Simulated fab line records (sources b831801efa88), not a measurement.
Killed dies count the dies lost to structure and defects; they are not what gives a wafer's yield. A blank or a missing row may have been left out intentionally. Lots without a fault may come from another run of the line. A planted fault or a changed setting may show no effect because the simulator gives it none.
Which tool was responsible? + flow sfqLine + 15 lots, 45 wafers sampled, at 4 steps of a route of 325

WHAT EACH GAUGE READ, for each wafer
SFQ_M8_THK_MEAS_950: measures by xrf.
| lot  | measured     | on           | M8_AU_THK (nm)    |
|------|--------------|--------------|-------------------|
| L514 | day 76 09:28 | filmMetro-03 | 179.6 181.5 178.4 |
| L518 | day 76 20:18 | filmMetro-03 | 180.2 176.7 178.6 |
| L520 | day 76 23:53 | filmMetro-04 | 177.6 177.6 178.1 |
| L522 | day 77 12:00 | filmMetro-04 | 178.2 177.0 177.2 |
| L524 | day 79 09:39 | filmMetro-03 | 178.6 183.3 182.6 |
| L526 | day 79 13:16 | filmMetro-02 | 181.0 180.6 182.9 |
| L527 | day 79 14:27 | filmMetro-04 | 181.0 181.6 182.3 |
| L529 | day 79 16:50 | filmMetro-03 | 180.8 180.9 180.1 |
| L530 | day 79 19:14 | filmMetro-02 | 179.5 181.4 181.6 |
| L531 | day 79 21:39 | filmMetro-02 | 180.6 182.3 181.9 |
| L532 | day 79 22:51 | filmMetro-04 | 177.8 177.6 174.6 |
| L534 | day 80 02:26 | filmMetro-03 | 174.8 178.4 177.7 |
| L535 | day 80 06:03 | filmMetro-04 | 179.4 178.3 177.5 |
| L536 | day 80 23:08 | filmMetro-02 | 178.5 181.3 177.9 |
| L537 | day 83 18:08 | filmMetro-04 | 180.6 179.5 179.1 |

EACH LOT AND THE TOOL THAT RAN IT (in order: tool; ch and the chambers of the sampled wafers; start)
| lot  | SFQ_TRILAYER_I0_VIA_BARC_OPEN_VIA_ETCH_046 | SFQ_TRILAYER_M6_STRIP_STRIP_163  | SFQ_TRILAYER_I6_METRO_MEASURE_167 |
|------|--------------------------------------------|----------------------------------|-----------------------------------|
| L514 | rieDiel-01 ch 0,1,2, day 15 21:07          | rieMetal-04 ch 1, day 61 10:48   | filmMetro-04, day 61 17:42        |
| L518 | rieDiel-03 ch 1,2, day 17 14:08            | rieMetal-04 ch 0,1, day 62 00:12 | filmMetro-04, day 62 04:35        |
| L520 | rieDiel-01 ch 2,3, day 18 22:32            | rieMetal-04 ch 0,1, day 62 03:48 | filmMetro-04, day 62 07:59        |
| L522 | rieDiel-01 ch 0,1, day 19 10:32            | rieMetal-01 ch 1, day 64 09:35   | filmMetro-01, day 64 17:13        |
| L524 | rieDiel-01 ch 0,1,2, day 20 02:16          | rieMetal-03 ch 0,1, day 69 22:17 | filmMetro-02, day 70 02:27        |
| L526 | rieDiel-03 ch 1,2,3, day 21 02:11          | rieMetal-04 ch 0,1, day 71 16:35 | filmMetro-04, day 71 20:45        |
| L527 | rieDiel-03 ch 0,2, day 21 11:47            | rieMetal-03 ch 0,1, day 71 18:47 | filmMetro-01, day 71 22:58        |
| L529 | rieDiel-02 ch 2,3, day 22 02:11            | rieMetal-03 ch 0,1, day 73 19:59 | filmMetro-01, day 73 23:57        |
| L530 | rieDiel-03 ch 0,1,2, day 22 13:07          | rieMetal-04 ch 0,1, day 74 03:11 | filmMetro-02, day 74 07:19        |
| L531 | rieDiel-03 ch 1,2, day 22 19:07            | rieMetal-03 ch 0,1, day 74 10:23 | filmMetro-04, day 74 14:33        |
| L532 | rieDiel-01 ch 0,2,3, day 22 22:43          | rieMetal-04 ch 0,1, day 74 13:59 | filmMetro-01, day 74 18:09        |
| L534 | rieDiel-02 ch 0,1,3, day 23 13:07          | rieMetal-03 ch 0,1, day 75 00:02 | filmMetro-02, day 75 09:59        |
| L535 | rieDiel-03 ch 0,1,3, day 24 07:07          | rieMetal-04 ch 0,1, day 75 15:27 | filmMetro-02, day 75 19:38        |
| L536 | rieDiel-02 ch 0,1,2, day 24 19:07          | rieMetal-04 ch 0,1, day 76 01:36 | filmMetro-02, day 76 05:34        |
| L537 | rieDiel-03 ch 1,2,3, day 24 23:55          | rieMetal-03 ch 0,1, day 76 03:18 | filmMetro-01, day 76 07:16        |
- SFQ_TRILAYER_I0_VIA_BARC_OPEN_VIA_ETCH_046: etches BARC in O2, target depth 125 nm, time 41.7 s.
- SFQ_TRILAYER_M6_STRIP_STRIP_163: strips in O2.
- SFQ_TRILAYER_I6_METRO_MEASURE_167

AS READ BY THE TOOLS THEMSELVES (means over the sampled wafers that have a number; for cases with no such wafer, the mark the record gives instead)
SFQ_TRILAYER_I0_VIA_BARC_OPEN_VIA_ETCH_046.
| lot  | tool       | drypumpMotorCurrentA (A) | oesProductAu (a.u.) | rfFwdPowerW (W) | runLengthS (s) |
|------|------------|--------------------------|---------------------|-----------------|----------------|
| L514 | rieDiel-01 | 5.4                      | 0.685               | 494.7           | 70.0           |
| L518 | rieDiel-03 | 5.9                      | 0.683               | 493.5           | 70.2           |
| L520 | rieDiel-01 | 5.6                      | 0.644               | 494.3           | 75.4           |
| L522 | rieDiel-01 | 5.4                      | 0.665               | 492.7           | 73.3           |
| L524 | rieDiel-01 | 5.4                      | 0.663               | 493.6           | 72.9           |
| L526 | rieDiel-03 | 6.0                      | 0.684               | 494.3           | 69.9           |
| L527 | rieDiel-03 | 5.5                      | 0.684               | 492.6           | 70.5           |
| L529 | rieDiel-02 | 5.8                      | 0.683               | 496.2           | 69.9           |
| L530 | rieDiel-03 | 5.6                      | 0.679               | 495.8           | 70.1           |
| L531 | rieDiel-03 | 5.9                      | 0.687               | 492.6           | 70.2           |
| L532 | rieDiel-01 | 5.6                      | 0.685               | 493.8           | 69.7           |
| L534 | rieDiel-02 | 5.6                      | 0.687               | 496.9           | 70.1           |
| L535 | rieDiel-03 | 5.7                      | 0.688               | 495.6           | 70.2           |
| L536 | rieDiel-02 | 5.2                      | 0.684               | 497.1           | 70.1           |
| L537 | rieDiel-03 | 6.0                      | 0.690               | 494.7           | 69.9           |

SFQ_TRILAYER_M6_STRIP_STRIP_163.
| lot  | tool        | drypumpMotorCurrentA (A) | oesProductAu (a.u.) |
|------|-------------|--------------------------|---------------------|
| L514 | rieMetal-04 | 5.0                      | 0.995               |
| L518 | rieMetal-04 | 5.8                      | 0.990               |
| L520 | rieMetal-04 | 5.4                      | 0.988               |
| L522 | rieMetal-01 | 6.1                      | 1.012               |
| L524 | rieMetal-03 | 6.4                      | 0.993               |
| L526 | rieMetal-04 | 5.4                      | 0.989               |
| L527 | rieMetal-03 | 6.4                      | 0.998               |
| L529 | rieMetal-03 | 6.4                      | 0.991               |
| L530 | rieMetal-04 | 5.8                      | 0.988               |
| L531 | rieMetal-03 | 6.4                      | 1.002               |
| L532 | rieMetal-04 | 5.4                      | 0.996               |
| L534 | rieMetal-03 | 6.3                      | 1.008               |
| L535 | rieMetal-04 | 5.8                      | 0.993               |
| L536 | rieMetal-04 | 5.4                      | 0.995               |
| L537 | rieMetal-03 | 6.3                      | 1.000               |

SFQ_TRILAYER_I6_METRO_MEASURE_167.
| lot  | tool         | thkNm (nm) |
|------|--------------|------------|
| L514 | filmMetro-04 | 199.6      |
| L518 | filmMetro-04 | 199.5      |
| L520 | filmMetro-04 | 199.9      |
| L522 | filmMetro-01 | 201.5      |
| L524 | filmMetro-02 | 199.9      |
| L526 | filmMetro-04 | 201.1      |
| L527 | filmMetro-01 | 198.9      |
| L529 | filmMetro-01 | 201.4      |
| L530 | filmMetro-02 | 198.0      |
| L531 | filmMetro-04 | 200.5      |
| L532 | filmMetro-01 | 197.8      |
| L534 | filmMetro-02 | 197.6      |
| L535 | filmMetro-02 | 199.6      |
| L536 | filmMetro-02 | 198.5      |
| L537 | filmMetro-01 | 197.9      |

THE ANSWER, worked out from the rows above alone
Rule: usual is defined by the lots themselves. The widest of any qualifying gaps counts: lots, ordered by their means at a reading, are off when they make up no more than a third of the lots, leave a main group of 4 or more, and stand apart from it by 3 or more times the standard deviation of that group's means. If all means in a main group match to the digits the tables above print for the reading, that group is not used. A lot without any number at a reading at which 4 lots or more have one is off too. All remaining lots with rows at the step are treated as sound. Order of review: gauges by route order, followed by the tools' own readings, for which a lot's mean as printed above is used. At the first step where some lot is off, the reading lying furthest off is the one used; lots without a number count as furthest.
Off at SFQ_TRILAYER_I0_VIA_BARC_OPEN_VIA_ETCH_046 (runLengthS): L520, L522, L524. Mean 70.1 s and standard deviation 0.2 in the main group.
If a tool, at that step or one of the process steps before it, ran each lot that is off and ran no sound lot following the first of them, it fits. Not one of the candidates tried fits.

WHAT THE SIMULATOR PUT IN
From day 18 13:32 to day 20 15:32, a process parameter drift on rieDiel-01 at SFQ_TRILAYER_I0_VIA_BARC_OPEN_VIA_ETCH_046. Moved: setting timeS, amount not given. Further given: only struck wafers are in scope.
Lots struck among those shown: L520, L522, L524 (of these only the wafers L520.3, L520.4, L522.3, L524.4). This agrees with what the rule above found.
